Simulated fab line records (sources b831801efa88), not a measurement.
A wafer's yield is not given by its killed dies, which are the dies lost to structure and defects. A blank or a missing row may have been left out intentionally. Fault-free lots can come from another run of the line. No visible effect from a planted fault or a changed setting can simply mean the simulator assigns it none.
fab line records || flow sky130 || part 2 of 2: steps 34 to 44 of 44
record: {"lots": 5, "wafers": 15, "last_day": 50}
route steps=708 shown VT_ADJUST_PCH@150 SONOS_TUNNEL@154 SONOS_ONO@168 GATE_OXIDE@187
lots untouched by any fault: they come from a run of this same line in which no faults occurred
start_h: hours from the record's first day to the start of the lot's first wafer shown || wait_h: how many hours have passed since the lot's step before this one || " repeats the value in the row above || L1.1+2: one row covering several wafers at once || - value missing, or start not given || * or withheld: withheld || < > ~ a bound
route shown NAME@n: names a module that has steps shown in the file, with the first one's number in the route || usual: mean and standard deviation over wafers with no fault || same: alike in all rows || chamber/n: place in a boat || sites: each site's reading || _std_site: the values' standard deviation || _edge_site: the outer-site mean with the inner-site mean subtracted || radius_mm: how far each site lies from the wafer's centre || mask NAME#n: copy n || behind: the tool/chamber that last shaped the wafer || hold: why the lot went on hold/how many hours it stayed there/how the hold came to an end || device: names the non-switching transistor (n, p or np) || end of line: the tests these same wafers got at the end of their route || a step without rows: its recipe alone || killed: at the first sort, the dies lost to defects and structure; wafer yield is something else || map: a wafer's dies, marking killed ones x, the rest . and places with no die _
set.NAME: setting as actually run; set.NAME@STEP: the setting as run at that earlier step || model.NAME: the simulator's own value behind a step, which no gauge read
a table for each step, a row for each wafer; lots at some steps of the route
services: when a tool's chamber went out of use (start_h, in hours from the record's first day, below 0 if earlier), for how many hours, and the reason
== steps ==
step: SKY_SONOS_ONO_ETCH_15
recipe: {"target_depth_nm": 19.52, "chemistry": "CHF3/O2", "source_w": 600, "bias_w": 200, "pressure_mtorr": 40, "chf3_flow_sccm": 50, "O2_flow_sccm": 5, "time_s": 7.8}
usual: {"chf3_flow_sccm": "49.98/0.14", "drypump_motor_current_A": "5.6/0.39", "oes_product_au": "1.005/0.013", "throttle_valve_pct": "8.827/0.009"}
same: {"time_s": 7.8}
{"lot.wafer": "L074.2", "tool": "rie_diel-04", "chamber": 2, "start_h": 272.14, "wait_h": 0.0, "chf3_flow_sccm": 50.19, "drypump_motor_current_A": 5.2, "oes_product_au": 1.023, "rf_hours_counter_h": 6, "throttle_valve_pct": 8.848}
{"lot.wafer": "L074.3", "tool": "rie_diel-04", "chamber": 1, "start_h": 272.14, "wait_h": 0.0, "chf3_flow_sccm": 50.09, "drypump_motor_current_A": 6.2, "oes_product_au": 1.003, "rf_hours_counter_h": 55, "throttle_valve_pct": 8.821}
{"lot.wafer": "L074.5", "tool": "rie_diel-04", "chamber": 1, "start_h": 272.14, "wait_h": 0.0, "chf3_flow_sccm": 50.00, "drypump_motor_current_A": 6.2, "oes_product_au": 1.004, "rf_hours_counter_h": "-", "throttle_valve_pct": 8.840}
{"lot.wafer": "L080.1", "tool": "rie_diel-03", "chamber": 1, "start_h": 335.11, "wait_h": 0.0, "chf3_flow_sccm": 49.74, "drypump_motor_current_A": 6.1, "oes_product_au": 0.980, "rf_hours_counter_h": 74, "throttle_valve_pct": 8.818}
{"lot.wafer": "L080.2", "tool": "rie_diel-03", "chamber": 0, "start_h": 335.11, "wait_h": 0.0, "chf3_flow_sccm": 49.85, "drypump_motor_current_A": 5.6, "oes_product_au": 1.002, "rf_hours_counter_h": 4, "throttle_valve_pct": 8.823}
{"lot.wafer": "L080.6", "tool": "rie_diel-03", "chamber": 3, "start_h": 335.11, "wait_h": 0.0, "chf3_flow_sccm": 49.96, "drypump_motor_current_A": 6.0, "oes_product_au": 1.010, "rf_hours_counter_h": "-", "throttle_valve_pct": 8.835}
{"lot.wafer": "L081.2", "tool": "rie_diel-03", "chamber": 2, "start_h": 339.93, "wait_h": 0.0, "chf3_flow_sccm": 49.85, "drypump_motor_current_A": 5.4, "oes_product_au": 1.029, "rf_hours_counter_h": 40, "throttle_valve_pct": 8.826}
{"lot.wafer": "L081.4", "tool": "rie_diel-03", "chamber": 1, "start_h": 339.93, "wait_h": 0.0, "chf3_flow_sccm": 50.15, "drypump_motor_current_A": 6.1, "oes_product_au": 0.991, "rf_hours_counter_h": 74, "throttle_valve_pct": 8.835}
{"lot.wafer": "L081.6", "tool": "rie_diel-03", "chamber": 3, "start_h": 339.93, "wait_h": 0.0, "chf3_flow_sccm": 49.89, "drypump_motor_current_A": 6.0, "oes_product_au": 1.012, "rf_hours_counter_h": "-", "throttle_valve_pct": 8.822}
{"lot.wafer": "L084.3", "tool": "rie_diel-04", "chamber": 1, "start_h": 376.28, "wait_h": 0.0, "chf3_flow_sccm": 49.86, "drypump_motor_current_A": 6.2, "oes_product_au": 0.996, "rf_hours_counter_h": 58, "throttle_valve_pct": 8.824}
{"lot.wafer": "L084.5", "tool": "rie_diel-04", "chamber": 3, "start_h": 376.28, "wait_h": 0.0, "chf3_flow_sccm": 50.06, "drypump_motor_current_A": 5.1, "oes_product_au": 0.986, "rf_hours_counter_h": "-", "throttle_valve_pct": 8.817}
{"lot.wafer": "L084.6", "tool": "rie_diel-04", "chamber": 2, "start_h": 376.28, "wait_h": 0.0, "chf3_flow_sccm": 50.03, "drypump_motor_current_A": 5.1, "oes_product_au": 1.019, "rf_hours_counter_h": "-", "throttle_valve_pct": 8.842}
{"lot.wafer": "L097.2", "tool": "rie_diel-04", "chamber": 2, "start_h": 475.19, "wait_h": 0.0, "chf3_flow_sccm": 49.94, "drypump_motor_current_A": 5.2, "oes_product_au": 1.025, "rf_hours_counter_h": 10, "throttle_valve_pct": 8.818}
{"lot.wafer": "L097.3", "tool": "rie_diel-04", "chamber": 1, "start_h": 475.19, "wait_h": 0.0, "chf3_flow_sccm": 50.10, "drypump_motor_current_A": 6.2, "oes_product_au": 0.993, "rf_hours_counter_h": 60, "throttle_valve_pct": 8.828}
{"lot.wafer": "L097.5", "tool": "rie_diel-04", "chamber": 1, "start_h": 475.19, "wait_h": 0.0, "chf3_flow_sccm": 50.14, "drypump_motor_current_A": 6.2, "oes_product_au": 0.987, "rf_hours_counter_h": "-", "throttle_valve_pct": 8.827}
step: SKY_SONOS_ONO_WET_ETCH_16
recipe: {"chemistry": "dHF", "target_depth_nm": 14, "dry": "n2_spin", "target": "SiO2", "dilution": "100:1", "temp_c": 25, "time_s": 280}
same: {"time_s": 280}
{"lot.wafer": "L074.2+3+5", "tool": "wet_bench-04", "chamber": 1, "start_h": 272.16, "wait_h": 0.0}
{"lot.wafer": "L080.1+2+6", "tool": "wet_bench-01", "chamber": 2, "start_h": 335.13, "wait_h": 0.0}
{"lot.wafer": "L081.2+4+6", "tool": "wet_bench-04", "chamber": 0, "start_h": 339.95, "wait_h": 0.0}
{"lot.wafer": "L084.3+5+6", "tool": "wet_bench-04", "chamber": 0, "start_h": 376.30, "wait_h": 0.0}
{"lot.wafer": "L097.2+3+5", "tool": "wet_bench-01", "chamber": 1, "start_h": 475.21, "wait_h": 0.0}
step: SKY_SONOS_ONO_STRIP_17
recipe: {"chemistry": "O2/N2", "power_w": 1400, "pressure_mtorr": 1500, "platen_temp_c": "withheld", "o2_flow_sccm": 3000, "n2_flow_sccm": 300, "overash_fraction": 0.5}
usual: {"drypump_motor_current_A": "5.9/0.6", "o2_flow_sccm": "3000/8.6", "oes_product_au": "0.709/0.0048", "strip_time_to_endpoint_s": "14.10/0.042"}
{"lot.wafer": "L074.2", "tool": "plasma_asher-02", "chamber": 1, "start_h": 272.26, "wait_h": 0.0, "drypump_motor_current_A": 5.9, "o2_flow_sccm": 3011, "oes_product_au": 0.707, "rf_hours_counter_h": 14, "strip_time_to_endpoint_s": 14.13}
{"lot.wafer": "L074.3", "tool": "plasma_asher-02", "chamber": 0, "start_h": 272.26, "wait_h": 0.0, "drypump_motor_current_A": 6.3, "o2_flow_sccm": 3004, "oes_product_au": 0.706, "rf_hours_counter_h": "-", "strip_time_to_endpoint_s": 14.14}
{"lot.wafer": "L074.5", "tool": "plasma_asher-02", "chamber": 1, "start_h": 272.26, "wait_h": 0.0, "drypump_motor_current_A": 5.8, "o2_flow_sccm": 3012, "oes_product_au": 0.716, "rf_hours_counter_h": "-", "strip_time_to_endpoint_s": 14.15}
{"lot.wafer": "L080.1", "tool": "plasma_asher-01", "chamber": 1, "start_h": 335.21, "wait_h": 0.0, "drypump_motor_current_A": 5.5, "o2_flow_sccm": 2985, "oes_product_au": 0.710, "rf_hours_counter_h": 65, "strip_time_to_endpoint_s": 14.12}
{"lot.wafer": "L080.2", "tool": "plasma_asher-01", "chamber": 0, "start_h": 335.21, "wait_h": 0.0, "drypump_motor_current_A": 5.2, "o2_flow_sccm": 3011, "oes_product_au": 0.705, "rf_hours_counter_h": 65, "strip_time_to_endpoint_s": 14.16}
{"lot.wafer": "L080.6", "tool": "plasma_asher-01", "chamber": 1, "start_h": 335.21, "wait_h": 0.0, "drypump_motor_current_A": 5.5, "o2_flow_sccm": 2991, "oes_product_au": 0.710, "rf_hours_counter_h": "-", "strip_time_to_endpoint_s": 14.16}
{"lot.wafer": "L081.2", "tool": "plasma_asher-04", "chamber": 0, "start_h": 340.05, "wait_h": 0.0, "drypump_motor_current_A": 6.8, "o2_flow_sccm": 3001, "oes_product_au": 0.707, "rf_hours_counter_h": 52, "strip_time_to_endpoint_s": 14.12}
{"lot.wafer": "L081.4", "tool": "plasma_asher-04", "chamber": 1, "start_h": 340.05, "wait_h": 0.0, "drypump_motor_current_A": 5.3, "o2_flow_sccm": 3009, "oes_product_au": 0.712, "rf_hours_counter_h": "-", "strip_time_to_endpoint_s": 14.18}
{"lot.wafer": "L081.6", "tool": "plasma_asher-04", "chamber": 1, "start_h": 340.05, "wait_h": 0.0, "drypump_motor_current_A": 5.2, "o2_flow_sccm": 2997, "oes_product_au": 0.707, "rf_hours_counter_h": "-", "strip_time_to_endpoint_s": 14.13}
{"lot.wafer": "L084.3", "tool": "plasma_asher-04", "chamber": 0, "start_h": 376.42, "wait_h": 0.0, "drypump_motor_current_A": 6.8, "o2_flow_sccm": 3004, "oes_product_au": 0.706, "rf_hours_counter_h": "-", "strip_time_to_endpoint_s": 14.13}
{"lot.wafer": "L084.5", "tool": "plasma_asher-04", "chamber": 0, "start_h": 376.42, "wait_h": 0.0, "drypump_motor_current_A": 6.8, "o2_flow_sccm": 2995, "oes_product_au": 0.709, "rf_hours_counter_h": "-", "strip_time_to_endpoint_s": 14.16}
{"lot.wafer": "L084.6", "tool": "plasma_asher-04", "chamber": 1, "start_h": 376.42, "wait_h": 0.0, "drypump_motor_current_A": 5.3, "o2_flow_sccm": 3007, "oes_product_au": 0.713, "rf_hours_counter_h": "-", "strip_time_to_endpoint_s": 14.09}
{"lot.wafer": "L097.2", "tool": "plasma_asher-04", "chamber": 1, "start_h": 475.30, "wait_h": 0.0, "drypump_motor_current_A": 5.3, "o2_flow_sccm": 3011, "oes_product_au": 0.705, "rf_hours_counter_h": 67, "strip_time_to_endpoint_s": 14.09}
{"lot.wafer": "L097.3", "tool": "plasma_asher-04", "chamber": 0, "start_h": 475.30, "wait_h": 0.0, "drypump_motor_current_A": 6.8, "o2_flow_sccm": 3002, "oes_product_au": 0.697, "rf_hours_counter_h": "-", "strip_time_to_endpoint_s": 14.14}
{"lot.wafer": "L097.5", "tool": "plasma_asher-04", "chamber": 0, "start_h": 475.30, "wait_h": 0.0, "drypump_motor_current_A": 6.8, "o2_flow_sccm": 2993, "oes_product_au": 0.713, "rf_hours_counter_h": "-", "strip_time_to_endpoint_s": 14.15}
step: SKY_SONOS_ONO_WET_ETCH_18
recipe: {"chemistry": "H3PO4", "target_depth_nm": 15, "target": "Si3N4", "temp_c": 160, "time_s": 172}
same: {"time_s": 172}
{"lot.wafer": "L074.2+3+5", "tool": "wet_bench-01", "chamber": 2, "start_h": 272.36, "wait_h": 0.1}
{"lot.wafer": "L080.1+2+6", "tool": "wet_bench-03", "chamber": 1, "start_h": 335.31, "wait_h": 0.1}
{"lot.wafer": "L081.2+4+6", "tool": "wet_bench-01", "chamber": 1, "start_h": 340.15, "wait_h": 0.1}
{"lot.wafer": "L084.3+5+6", "tool": "wet_bench-03", "chamber": 1, "start_h": 376.49, "wait_h": 0.0}
{"lot.wafer": "L097.2+3+5", "tool": "wet_bench-03", "chamber": 1, "start_h": 475.40, "wait_h": 0.1}
step: SKY_GATE_OXIDE_CLEAN_00
recipe: {"chemistry": "SC1/SC2", "mix": "1:4:20", "temp_c": 70, "time_s": 150, "dry": "n2_spin"}
same: {"time_s": 150}
{"lot.wafer": "L074.2+3+5", "tool": "wet_bench-03", "chamber": 3, "start_h": 272.42, "wait_h": 0.0}
{"lot.wafer": "L080.1+2+6", "tool": "wet_bench-01", "chamber": 0, "start_h": 335.37, "wait_h": 0.0}
{"lot.wafer": "L081.2+4+6", "tool": "wet_bench-04", "chamber": 3, "start_h": 340.21, "wait_h": 0.0}
{"lot.wafer": "L084.3+5+6", "tool": "wet_bench-01", "chamber": 1, "start_h": 376.54, "wait_h": 0.0}
{"lot.wafer": "L097.2+3+5", "tool": "wet_bench-04", "chamber": 3, "start_h": 475.46, "wait_h": 0.0}
step: SKY_GATE_OXIDE_OXIDATION_01
recipe: {"temp_c": 900, "ambient": "O2", "stabilise_s": 600, "purge_s": 300, "target_thk_a": 102.68, "ox_time_s": 1473}
usual: {"spike_tc_centre_C": "899.1/1.2"}
{"lot.wafer": "L074.2", "tool": "furnace-02", "chamber": 0, "start_h": 273.03, "wait_h": 0.6, "spike_tc_centre_C": 900.8}
{"lot.wafer": "L074.3", "tool": "furnace-02", "chamber": 0, "start_h": 273.03, "wait_h": 0.6, "spike_tc_centre_C": 900.7}
{"lot.wafer": "L074.5", "tool": "furnace-02", "chamber": 0, "start_h": 273.03, "wait_h": 0.6, "spike_tc_centre_C": 899.8}
{"lot.wafer": "L080.1", "tool": "furnace-02", "chamber": 0, "start_h": 335.90, "wait_h": 0.5, "spike_tc_centre_C": 899.4}
{"lot.wafer": "L080.2", "tool": "furnace-02", "chamber": 0, "start_h": 335.90, "wait_h": 0.5, "spike_tc_centre_C": 900.1}
{"lot.wafer": "L080.6", "tool": "furnace-02", "chamber": 0, "start_h": 335.90, "wait_h": 0.5, "spike_tc_centre_C": 898.1}
{"lot.wafer": "L081.2", "tool": "furnace-01", "chamber": 0, "start_h": 341.28, "wait_h": 1.0, "spike_tc_centre_C": 898.9}
{"lot.wafer": "L081.4", "tool": "furnace-01", "chamber": 0, "start_h": 341.28, "wait_h": 1.0, "spike_tc_centre_C": 899.0}
{"lot.wafer": "L081.6", "tool": "furnace-01", "chamber": 0, "start_h": 341.28, "wait_h": 1.0, "spike_tc_centre_C": 897.4}
{"lot.wafer": "L084.3", "tool": "furnace-02", "chamber": 0, "start_h": 378.00, "wait_h": 1.4, "spike_tc_centre_C": 900.6}
{"lot.wafer": "L084.5", "tool": "furnace-02", "chamber": 0, "start_h": 378.00, "wait_h": 1.4, "spike_tc_centre_C": 899.9}
{"lot.wafer": "L084.6", "tool": "furnace-02", "chamber": 0, "start_h": 378.00, "wait_h": 1.4, "spike_tc_centre_C": 899.7}
{"lot.wafer": "L097.2", "tool": "furnace-01", "chamber": 0, "start_h": 475.52, "wait_h": 0.0, "spike_tc_centre_C": 899.6}
{"lot.wafer": "L097.3", "tool": "furnace-01", "chamber": 0, "start_h": 475.52, "wait_h": 0.0, "spike_tc_centre_C": 899.0}
{"lot.wafer": "L097.5", "tool": "furnace-01", "chamber": 0, "start_h": 475.52, "wait_h": 0.0, "spike_tc_centre_C": 898.2}
step: SKY_GATE_OXIDE_THK_MEAS_02
recipe: {"reads": "SiO2_of_GATE_OXIDE_OXIDATION_01"}
usual: {"GATE_OXIDE_OXIDATION_00_THK": "10.32/0.17"}
{"lot.wafer": "L074.2", "tool": "film_metro-04", "chamber": "-", "start_h": 274.44, "wait_h": 0.0, "GATE_OXIDE_OXIDATION_00_THK[nm]": 10.37}
{"lot.wafer": "L074.3", "tool": "film_metro-04", "chamber": "-", "start_h": 274.44, "wait_h": 0.0, "GATE_OXIDE_OXIDATION_00_THK[nm]": 10.26}
{"lot.wafer": "L074.5", "tool": "film_metro-04", "chamber": "-", "start_h": 274.44, "wait_h": 0.0, "GATE_OXIDE_OXIDATION_00_THK[nm]": 10.09}
{"lot.wafer": "L080.1", "tool": "film_metro-01", "chamber": "-", "start_h": 337.31, "wait_h": 0.0, "GATE_OXIDE_OXIDATION_00_THK[nm]": 10.44}
{"lot.wafer": "L080.2", "tool": "film_metro-01", "chamber": "-", "start_h": 337.31, "wait_h": 0.0, "GATE_OXIDE_OXIDATION_00_THK[nm]": 10.34}
{"lot.wafer": "L080.6", "tool": "film_metro-01", "chamber": "-", "start_h": 337.31, "wait_h": 0.0, "GATE_OXIDE_OXIDATION_00_THK[nm]": 10.44}
{"lot.wafer": "L081.2", "tool": "film_metro-01", "chamber": "-", "start_h": 342.70, "wait_h": 0.0, "GATE_OXIDE_OXIDATION_00_THK[nm]": 10.61}
{"lot.wafer": "L081.4", "tool": "film_metro-01", "chamber": "-", "start_h": 342.70, "wait_h": 0.0, "GATE_OXIDE_OXIDATION_00_THK[nm]": 10.43}
{"lot.wafer": "L081.6", "tool": "film_metro-01", "chamber": "-", "start_h": 342.70, "wait_h": 0.0, "GATE_OXIDE_OXIDATION_00_THK[nm]": 10.42}
{"lot.wafer": "L084.3", "tool": "film_metro-02", "chamber": "-", "start_h": 379.43, "wait_h": 0.0, "GATE_OXIDE_OXIDATION_00_THK[nm]": 10.46}
{"lot.wafer": "L084.5", "tool": "film_metro-02", "chamber": "-", "start_h": 379.43, "wait_h": 0.0, "GATE_OXIDE_OXIDATION_00_THK[nm]": 10.12}
{"lot.wafer": "L084.6", "tool": "film_metro-02", "chamber": "-", "start_h": 379.43, "wait_h": 0.0, "GATE_OXIDE_OXIDATION_00_THK[nm]": 10.44}
{"lot.wafer": "L097.2", "tool": "film_metro-04", "chamber": "-", "start_h": 476.94, "wait_h": 0.0, "GATE_OXIDE_OXIDATION_00_THK[nm]": 10.31}
{"lot.wafer": "L097.3", "tool": "film_metro-04", "chamber": "-", "start_h": 476.94, "wait_h": 0.0, "GATE_OXIDE_OXIDATION_00_THK[nm]": 10.34}
{"lot.wafer": "L097.5", "tool": "film_metro-04", "chamber": "-", "start_h": 476.94, "wait_h": 0.0, "GATE_OXIDE_OXIDATION_00_THK[nm]": 10.25}
step: SKY_GATE_OXIDE_DEHYDRATE_03
recipe: {"temp_c": 200, "time_s": 60}
same: {"time_s": 60}
{"lot.wafer": "L074.2+3+5", "tool": "litho_track-04", "chamber": 0, "start_h": 286.06, "wait_h": 11.6}
{"lot.wafer": "L080.1+2+6", "tool": "litho_track-02", "chamber": 0, "start_h": 350.23, "wait_h": 12.9}
{"lot.wafer": "L081.2+4+6", "tool": "litho_track-03", "chamber": 0, "start_h": 355.40, "wait_h": 12.7}
{"lot.wafer": "L084.3+5+6", "tool": "litho_track-04", "chamber": 0, "start_h": 393.23, "wait_h": 13.8}
{"lot.wafer": "L097.2+3+5", "tool": "litho_track-04", "chamber": 0, "start_h": 492.46, "wait_h": 15.5}
step: SKY_GATE_OXIDE_HMDS_04
recipe: {"prime_time_s": 60, "prime_temp_c": 120}
{"lot.wafer": "L074.2+3+5", "tool": "litho_track-04", "chamber": 0, "start_h": 286.21, "wait_h": 0.1}
{"lot.wafer": "L080.1+2+6", "tool": "litho_track-02", "chamber": 0, "start_h": 350.38, "wait_h": 0.1}
{"lot.wafer": "L081.2+4+6", "tool": "litho_track-03", "chamber": 0, "start_h": 355.55, "wait_h": 0.1}
{"lot.wafer": "L084.3+5+6", "tool": "litho_track-04", "chamber": 0, "start_h": 393.38, "wait_h": 0.1}
{"lot.wafer": "L097.2+3+5", "tool": "litho_track-04", "chamber": 0, "start_h": 492.61, "wait_h": 0.1}
step: SKY_GATE_OXIDE_COAT_05
recipe: {"resist": "NOVOLAK", "spin_rpm": 3000, "resist_thk_nm": 1140}
usual: {"spin_speed_rpm": "2999.9/2.2"}
{"lot.wafer": "L074.2", "tool": "litho_track-04", "chamber": 0, "start_h": 286.36, "wait_h": 0.1, "spin_speed_rpm": 2998.3}
{"lot.wafer": "L074.3", "tool": "litho_track-04", "chamber": 0, "start_h": 286.36, "wait_h": 0.1, "spin_speed_rpm": 2998.1}
{"lot.wafer": "L074.5", "tool": "litho_track-04", "chamber": 0, "start_h": 286.36, "wait_h": 0.1, "spin_speed_rpm": 2998.5}
{"lot.wafer": "L080.1", "tool": "litho_track-02", "chamber": 0, "start_h": 350.53, "wait_h": 0.1, "spin_speed_rpm": 2997.8}
{"lot.wafer": "L080.2", "tool": "litho_track-02", "chamber": 0, "start_h": 350.53, "wait_h": 0.1, "spin_speed_rpm": 2999.7}
{"lot.wafer": "L080.6", "tool": "litho_track-02", "chamber": 0, "start_h": 350.53, "wait_h": 0.1, "spin_speed_rpm": 3000.6}
{"lot.wafer": "L081.2", "tool": "litho_track-03", "chamber": 0, "start_h": 355.70, "wait_h": 0.1, "spin_speed_rpm": 2997.5}
{"lot.wafer": "L081.4", "tool": "litho_track-03", "chamber": 0, "start_h": 355.70, "wait_h": 0.1, "spin_speed_rpm": 3001.4}
{"lot.wafer": "L081.6", "tool": "litho_track-03", "chamber": 0, "start_h": 355.70, "wait_h": 0.1, "spin_speed_rpm": 3003.0}
{"lot.wafer": "L084.3", "tool": "litho_track-04", "chamber": 0, "start_h": 393.53, "wait_h": 0.1, "spin_speed_rpm": 2998.7}
{"lot.wafer": "L084.5", "tool": "litho_track-04", "chamber": 0, "start_h": 393.53, "wait_h": 0.1, "spin_speed_rpm": 2999.5}
{"lot.wafer": "L084.6", "tool": "litho_track-04", "chamber": 0, "start_h": 393.53, "wait_h": 0.1, "spin_speed_rpm": 3002.6}
{"lot.wafer": "L097.2", "tool": "litho_track-04", "chamber": 0, "start_h": 492.76, "wait_h": 0.1, "spin_speed_rpm": 2997.3}
{"lot.wafer": "L097.3", "tool": "litho_track-04", "chamber": 0, "start_h": 492.76, "wait_h": 0.1, "spin_speed_rpm": 2999.1}
{"lot.wafer": "L097.5", "tool": "litho_track-04", "chamber": 0, "start_h": 492.76, "wait_h": 0.1, "spin_speed_rpm": 3001.8}
step: SKY_GATE_OXIDE_SOFTBAKE_06
recipe: {"temp_c": 90, "time_s": 60, "resist": "NOVOLAK"}
same: {"time_s": 60}
{"lot.wafer": "L074.2+3+5", "tool": "litho_track-04", "chamber": 0, "start_h": 286.51, "wait_h": 0.1}
{"lot.wafer": "L080.1+2+6", "tool": "litho_track-02", "chamber": 0, "start_h": 350.68, "wait_h": 0.1}
{"lot.wafer": "L081.2+4+6", "tool": "litho_track-03", "chamber": 0, "start_h": 355.85, "wait_h": 0.1}
{"lot.wafer": "L084.3+5+6", "tool": "litho_track-04", "chamber": 0, "start_h": 393.68, "wait_h": 0.1}
{"lot.wafer": "L097.2+3+5", "tool": "litho_track-04", "chamber": 0, "start_h": 492.91, "wait_h": 0.1}
== services ==
{"tool": "iline_stepper-02", "chamber": "-", "start_h": 202.24, "hours": 2.1, "kind": "pm"}
{"tool": "iline_stepper-02", "chamber": "-", "start_h": 204.32, "hours": 1.7, "kind": "pm"}
{"tool": "iline_stepper-01", "chamber": "-", "start_h": 209.56, "hours": 0.8, "kind": "repair"}
{"tool": "furnace-01", "chamber": "-", "start_h": 212.03, "hours": 3.8, "kind": "pm"}
{"tool": "furnace-01", "chamber": "-", "start_h": 222.61, "hours": 3.6, "kind": "pm"}
{"tool": "wet_bench-02", "chamber": "-", "start_h": 238.67, "hours": 1.8, "kind": "repair"}
{"tool": "implanter-03", "chamber": "-", "start_h": 240.83, "hours": 5.8, "kind": "repair"}
{"tool": "iline_stepper-01", "chamber": "-", "start_h": 299.23, "hours": 10.9, "kind": "repair"}
{"tool": "wet_bench-04", "chamber": "-", "start_h": 308.63, "hours": 1.9, "kind": "pm"}
{"tool": "iline_stepper-01", "chamber": "-", "start_h": 310.09, "hours": 2.1, "kind": "pm"}
{"tool": "furnace-02", "chamber": "-", "start_h": 316.63, "hours": 3.3, "kind": "pm"}
{"tool": "iline_stepper-01", "chamber": "-", "start_h": 375.24, "hours": 1.7, "kind": "pm"}
{"tool": "furnace-01", "chamber": "-", "start_h": 389.59, "hours": 3.2, "kind": "pm"}
{"tool": "lpcvd-03", "chamber": "-", "start_h": 399.57, "hours": 2.8, "kind": "pm"}
{"tool": "furnace-02", "chamber": "-", "start_h": 405.06, "hours": 2.7, "kind": "pm"}
{"tool": "wet_bench-02", "chamber": "-", "start_h": 409.08, "hours": 1.4, "kind": "repair"}
{"tool": "implanter-03", "chamber": "-", "start_h": 415.68, "hours": 1.4, "kind": "repair"}
{"tool": "iline_stepper-02", "chamber": "-", "start_h": 421.42, "hours": 1.7, "kind": "pm"}
{"tool": "iline_stepper-02", "chamber": "-", "start_h": 433.46, "hours": 0.5, "kind": "repair"}
{"tool": "iline_stepper-02", "chamber": "-", "start_h": 438.90, "hours": 15.3, "kind": "repair"}
{"tool": "implanter-03", "chamber": "-", "start_h": 466.57, "hours": 2.0, "kind": "repair"}
{"tool": "implanter-03", "chamber": "-", "start_h": 470.46, "hours": 4.5, "kind": "pm"}
{"tool": "iline_stepper-02", "chamber": "-", "start_h": 471.12, "hours": 19.2, "kind": "repair"}
{"tool": "plasma_asher-04", "chamber": "-", "start_h": 472.09, "hours": 0.7, "kind": "repair"}
